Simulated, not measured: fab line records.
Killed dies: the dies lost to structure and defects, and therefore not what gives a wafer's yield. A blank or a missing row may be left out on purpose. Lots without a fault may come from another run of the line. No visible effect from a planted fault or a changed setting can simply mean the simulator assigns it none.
A lot that was struck, set against a sound lot | flow sky130 | 15 steps out of a route of 708
Sound: these wafers, L283.3, L283.4, L283.5. Wafers struck: L289.1, L289.4, L289.5. The cause is given at the end.
For every step that has rows: the tool of each side, followed by ch and its chambers, followed by its first start. Under that, the readings that differ: sound wafers | struck wafers | difference of the means | sigmas: that difference in standard deviations of wafers without a fault.
alike: a reading whose means differ by less than 2 such deviations, as well as words and numbers matching on both sides. not compared: withheld readings; readings where some wafer has no value; bounds like >300 that might hide an equal value; numbers whose values overlap and for which the record gives no deviation.
A row with sigmas, a row that says differs or no value, or rows on one side alone: a step with any of these is where the two part. Numbers that have no deviation but don't overlap get no sigmas and don't part them. A reading that every wafer of one side lacks parts them only if that side has two wafers or more.

SKY_LDD_HVP_STRIP_09: strips in O2/N2.
  sound on plasma_asher-04 ch 0,1, day 22 17:10; struck on plasma_asher-04 ch 0,1, day 24 17:05
  alike: drypump_motor_current_A, oes_product_au, strip_time_to_endpoint_s
  not compared: rf_hours_counter_h
SKY_LDD_HVP_TW_MEAS_10:
  struck on film_metro-03, day 24 17:11; sound on film_metro-02, day 22 17:15
  reading    | sound       | struck      | difference | sigmas
  LDD_HVP_TW | 463 462 462 | 456 455 456 | -7         | -2
then, 7 steps without rows for these wafers: SKY_LDD_LDN_DEHYDRATE_00 (time 60 s); SKY_LDD_LDN_HMDS_01 (prime time 60 s); SKY_LDD_LDN_COAT_02 (resist thk 1140 nm); SKY_LDD_LDN_SOFTBAKE_03 (time 60 s); SKY_LDD_LDN_EXPOSE_04 (exposes mask LDNTM, target cd 700 nm); SKY_LDD_LDN_PEB_05; SKY_LDD_LDN_DEVELOP_06 (develop time 60 s).
SKY_LDD_LDN_OVL_MEAS_07:
  struck on overlay-02, day 25 22:17; sound on overlay-02, day 23 23:08
  alike: LDD_LDN_OVL
then, 2 steps without rows for these wafers: SKY_LDD_LDN_IMPLANT_08; SKY_LDD_LDN_IMPLANT_09.
SKY_LDD_LDN_IMPLANT_10:
  sound on implanter-04 ch 0, day 23 23:30; struck on implanter-04 ch 0, day 25 22:38
  reading            | sound                            | struck                        | difference | sigmas
  dose_ions_cm2      | 1.2503e+13 1.2499e+13 1.2507e+13 | 6.815e+12 6.783e+12 6.787e+12 | -5.708e+12 | -99 or more
  faraday_current_uA | 72.0 70.7 70.0                   | 37.1 38.0 38.5                | -33.0      | -25
  alike: beam_energy_keV, beam_on_s
following that, these wafers have no rows for 1 step: SKY_LDD_LDN_IMPLANT_11.
-- record jumps: 22 days separate the struck wafers' starts on either side; left off in module LDD_LDN, taken up again in module PAD_OPEN, whose first shown step is the route's number 708 --
SKY_PAD_OPEN_PROBE_99:
  struck on prober-02, day 48 00:04; sound on prober-01, day 46 12:32
  reading                         | sound          | struck         | difference | sigmas
  model.etest.tip_sonos.rs_ohm_sq | 2732 2734 2710 | 3005 3031 2953 | +271       |
  alike: killed_at_M0_to_M3, killed_at_M4_up, killed_at_contacts, killed_at_front_end, killed_at_other, killed_dies, killed_open, killed_short

== WHERE THEY PART ==
First at SKY_LDD_HVP_TW_MEAS_10; last, within this record, at SKY_LDD_LDN_IMPLANT_10. Later steps at which nothing parts them and some readings are alike: SKY_PAD_OPEN_PROBE_99.

WHY: the cause the simulator had injected
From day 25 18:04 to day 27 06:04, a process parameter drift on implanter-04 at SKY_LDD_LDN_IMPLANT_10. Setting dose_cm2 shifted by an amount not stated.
